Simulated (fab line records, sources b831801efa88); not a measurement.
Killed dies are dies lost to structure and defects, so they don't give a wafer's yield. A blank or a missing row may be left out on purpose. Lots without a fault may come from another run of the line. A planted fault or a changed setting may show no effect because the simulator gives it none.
Chamber matching | flow gf180mcu | GF_V1_CMP_26 on cmp-01: 4 sister chambers
The step polishes, stops on SiO2, t overpolish 15 s, target thk 0 nm. 4 wafers are shown with their chamber, then 8 later ones without.

WAFERS WITH THEIR CHAMBER
wafer  | chamber | motor_current_A (A)
L411.4 | 0       | 12.5
L415.4 | 2       | 12.9
L415.6 | 3       | 10.5
L424.3 | 1       | 12.4

WAFERS WITHOUT THEIR CHAMBER
wafer  | motor_current_A (A)
L424.5 | 10.4
L424.6 | 12.4
L425.1 | 12.4
L425.5 | 12.8
L425.6 | 10.8
L426.2 | 11.3
L426.5 | 12.8
L426.6 | 11.6

WHICH CHAMBER EACH WENT THROUGH
wafer  | from the rows above               | in truth
L424.5 | 3                                 | 3
L424.6 | can't be placed: 1 or 0 or 2      | 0
L425.1 | can't be placed: 1 or 0 or 2      | 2
L425.5 | can't be placed: 2 or 0 or 1      | 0
L425.6 | 3                                 | 3
L426.2 | can't be placed: 3 or 1 or 0 or 2 | 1
L426.5 | can't be placed: 2 or 0 or 1      | 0
L426.6 | can't be placed: 1 or 0 or 3 or 2 | 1
Placed correctly: 2 of 8. Can't be placed from these rows: 6 (the true chamber is among the candidates in 6). Placed wrongly: 0.
How it was worked out, from the rows above alone: a wafer's distance from a chamber is the root of the sum, over the readings, of the square of ((its reading less the chamber's mean) divided by the reading's scatter). The wafer belongs to the nearest chamber; if the next one is less than 2 further off, it can't be placed. A chamber's mean is the mean of its shown wafers. The scatter: with one shown wafer a chamber, the root of the mean of the squares of how far each hidden wafer lies from its nearest shown one.
